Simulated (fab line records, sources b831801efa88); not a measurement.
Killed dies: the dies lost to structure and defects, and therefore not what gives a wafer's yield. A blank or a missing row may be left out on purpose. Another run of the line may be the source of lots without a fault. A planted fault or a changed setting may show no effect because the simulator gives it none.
Comparing a struck lot with a sound one || flow sky130 || 43 steps out of a route of 708
Sound: wafers L119.1, L119.3, L119.6. Wafers L126.2, L126.3, L126.4 were the ones struck. Last of all comes the cause.
Each step with rows lists, per side, the tool, then ch with its chambers, then its first start. Under that, the readings that differ: sound wafers || struck wafers || difference of the means || sigmas: that difference in standard deviations of wafers without a fault.
alike: readings whose means differ by less than 2 such deviations, and words and numbers that are the same on both sides. not compared: withheld readings, readings that some wafer has no value for, bounds like >300 that may hide the same value, and numbers for which the record gives no deviation and whose values overlap.
Wherever a step has rows on one side only, a row that says differs or no value, or a row with sigmas, the two part there. Non-overlapping numbers with no deviation appear without sigmas and do not part them. A reading that every wafer of one side lacks parts them only if that side has two wafers or more.

first, 5 steps without rows for these wafers: SKY_SONOS_ONO_COAT_08 (resist thk 1140 nm); SKY_SONOS_ONO_SOFTBAKE_09 (time 60 s); SKY_SONOS_ONO_EXPOSE_10 (exposes mask ONOM, target cd 410 nm); SKY_SONOS_ONO_PEB_11; SKY_SONOS_ONO_DEVELOP_12 (develop time 60 s).
SKY_SONOS_ONO_CD_MEAS_13: the cd target is 410 nm.
  struck on cdSem-02, day 19 09:19; sound on cdSem-01, day 17 07:22
  alike: cdNm
SKY_SONOS_ONO_OVL_MEAS_14:
  struck on overlay-01, day 19 09:26; sound on overlay-02, day 17 07:29
{"reading": "SONOS_ONO_OVL (nm)", "sound": "1.7 3.3 1.6", "struck": "-0.5 -1.7 -2.5", "difference": -3.8, "sigmas": -3}
SKY_SONOS_ONO_ETCH_15: etches the open film in CHF3/O2, target depth 19.52 nm, time 7.8 s.
  sound on rieDiel-04 ch 0,1,2, day 17 07:32; struck on rieDiel-04 ch 0,1,3, day 19 09:28
  alike: biasW, drypumpMotorCurrentA, oesProductAu, throttleValvePct
  not compared: rfHoursCounterH
then, 1 step without rows for these wafers: SKY_SONOS_ONO_WET_ETCH_16 (etches SiO2 in dHF, target depth 14 nm, time 280 s).
SKY_SONOS_ONO_STRIP_17: strips in O2/N2.
  sound on plasmaAsher-04 ch 0,1, day 17 07:38; struck on plasmaAsher-04 ch 0,1, day 19 09:34
  alike: drypumpMotorCurrentA, oesProductAu, stripTimeToEndpointS
  not compared: rfHoursCounterH
then, 2 steps without rows for these wafers: SKY_SONOS_ONO_WET_ETCH_18 (etches Si3N4 in H3PO4, target depth 15 nm, time 172 s); SKY_GATE_OXIDE_CLEAN_00 (cleans in SC1/SC2, time 150 s).
SKY_GATE_OXIDE_OXIDATION_01: stabilise 600 s, purge 300 s, target thk 10.268 nm.
  sound on furnace-02 ch 0, day 17 08:02; struck on furnace-02 ch 0, day 19 12:39
SKY_GATE_OXIDE_THK_MEAS_02:
  struck on filmMetro-01, day 19 14:04; sound on filmMetro-01, day 17 09:26
  alike: GATE_OXIDE_OXIDATION_00_THK
then, 7 steps without rows for these wafers: SKY_GATE_OXIDE_DEHYDRATE_03 (time 60 s); SKY_GATE_OXIDE_HMDS_04 (prime time 60 s); SKY_GATE_OXIDE_COAT_05 (resist thk 1140 nm); SKY_GATE_OXIDE_SOFTBAKE_06 (time 57.34 s); SKY_GATE_OXIDE_EXPOSE_07 (exposes mask LVOM, target cd 600 nm); SKY_GATE_OXIDE_PEB_08; SKY_GATE_OXIDE_DEVELOP_09 (develop time 60 s).
SKY_GATE_OXIDE_OVL_MEAS_10:
  struck on overlay-02, day 20 21:10; sound on overlay-02, day 18 14:26
  alike: GATE_OXIDE_OVL
then, 2 steps without rows for these wafers: SKY_GATE_OXIDE_IMPLANT_11; SKY_GATE_OXIDE_WET_ETCH_12 (etches SiO2 in dHF, target depth 16.8 nm, time 336 s).
SKY_GATE_OXIDE_STRIP_13: strips in O2/N2.
  sound on plasmaAsher-01 ch 0,1, day 18 14:51; struck on plasmaAsher-01 ch 0,1, day 20 21:26
  alike: drypumpMotorCurrentA, oesProductAu, stripTimeToEndpointS
  not compared: rfHoursCounterH
SKY_GATE_OXIDE_TW_MEAS_14:
  struck on filmMetro-01, day 20 21:33; sound on filmMetro-04, day 18 14:57
  alike: GATE_OXIDE_TW
then, 3 steps without rows for these wafers: SKY_GATE_OXIDE_CLEAN_15 (cleans in SC1/SC2, time 150 s); SKY_GATE_OXIDE_OXIDATION_16 (stabilise 600 s, purge 300 s, target thk 3.57 nm); SKY_POLY_GATE_CVD_00 (deposits poly-Si, target thk 180 nm, time 720 s).
SKY_POLY_GATE_THK_MEAS_01:
  struck on filmMetro-02, day 21 00:24; sound on filmMetro-02, day 18 21:33
  alike: POLY_GATE_CVD_00_THK
then, 8 steps without rows for these wafers: SKY_RES_PROTECT_DEHYDRATE_00 (time 60 s); SKY_RES_PROTECT_HMDS_01 (prime time 60 s); SKY_RES_PROTECT_COAT_02 (resist thk 1140 nm); SKY_RES_PROTECT_SOFTBAKE_03 (time 60 s); SKY_RES_PROTECT_EXPOSE_04 (exposes mask RPM, target cd 1270 nm); SKY_RES_PROTECT_PEB_05; SKY_RES_PROTECT_DEVELOP_06 (develop time 60 s); SKY_POLY_GATE_IMPLANT_02.
SKY_RES_PROTECT_STRIP_07: strips in O2/N2.
  sound on plasmaAsher-02 ch 0, day 20 04:06; struck on plasmaAsher-03 ch 0,1, day 22 07:49
{"reading": "drypumpMotorCurrentA (A)", "sound": "6.1 6.1 6.1", "struck": "4.8 4.8 5.0", "difference": -1.2, "sigmas": -3}
  alike: oesProductAu, stripTimeToEndpointS
  not compared: rfHoursCounterH
SKY_RES_PROTECT_TW_MEAS_08:
  struck on filmMetro-03, day 22 07:56; sound on filmMetro-03, day 20 04:12
  alike: POLY_GATE_TW
then, 2 steps without rows for these wafers: SKY_RES_PROTECT_CLEAN_09 (cleans in SC1/SC2, time 150 s); SKY_POLY_GATE_CVD_03 (deposits Si3N4 from DCS/NH3, target thk 75 nm, time 1290 s).
-- the record jumps here: 28 days lie between the struck wafers' starts before and after (it left off in module POLY_GATE and takes up again in module PAD_OPEN, whose first step shown is number 708 of the route) --
SKY_PAD_OPEN_PROBE_99:
  struck on prober-02, day 50 09:32; sound on prober-01, day 49 00:56
{"reading": "model.etest.capThickOxide.gateBvV (V)", "sound": "16.16 15.33 15.76", "struck": "13.39 12.98 13.07", "difference": -2.60, "sigmas": ""}
{"reading": "model.etest.diodeNwellSub.leakLog10ACm2", "sound": "-7.25 -7.382 -7.245", "struck": "-6.152 -6.682 -6.76", "difference": "+0.761", "sigmas": ""}
{"reading": "model.etest.diodeDnwellSub.leakLog10ACm2", "sound": "-7.248 -7.4 -7.703", "struck": "-6.369 -6.419 -6.383", "difference": "+1.060", "sigmas": ""}
{"reading": "model.etest.diodePwellDnwell.leakLog10ACm2", "sound": "-7.562 -7.863 -7.722", "struck": "-6.688 -6.526 -6.716", "difference": "+1.072", "sigmas": ""}
{"reading": "model.etest.diodeNdiffPwellHv.leakLog10ACm2", "sound": "-6.601 -6.717 -6.541", "struck": "-6.429 -6.203 -6.279", "difference": "+0.316", "sigmas": ""}
{"reading": "model.etest.diodePdiffNwellHv.leakLog10ACm2", "sound": "-6.7 -6.637 -6.778", "struck": "-6.243 -6.548 -6.287", "difference": "+0.346", "sigmas": ""}
{"reading": "model.etest.diodeNdiffPwell.leakLog10ACm2", "sound": "-7.418 -7.315 -7.666", "struck": "-6.796 -6.837 -7.124", "difference": "+0.547", "sigmas": ""}
{"reading": "model.etest.capThickOxide.gateLog10ACm2", "sound": "-7.31 -6.869 -7.078", "struck": "-6.667 -6.388 -6.694", "difference": "+0.503", "sigmas": ""}
  alike: killed_at_M0_to_M3, killed_at_M4_up, killedAtContacts, killedAtFrontEnd, killedAtOther, killedDies, killedOpen, killedShort

WHERE THEY PART
At SKY_SONOS_ONO_OVL_MEAS_14 first; at SKY_RES_PROTECT_STRIP_07 last (within this record only). Later steps at which nothing parts them and some readings are alike: SKY_RES_PROTECT_TW_MEAS_08, SKY_PAD_OPEN_PROBE_99.

WHY: the cause the simulator had injected
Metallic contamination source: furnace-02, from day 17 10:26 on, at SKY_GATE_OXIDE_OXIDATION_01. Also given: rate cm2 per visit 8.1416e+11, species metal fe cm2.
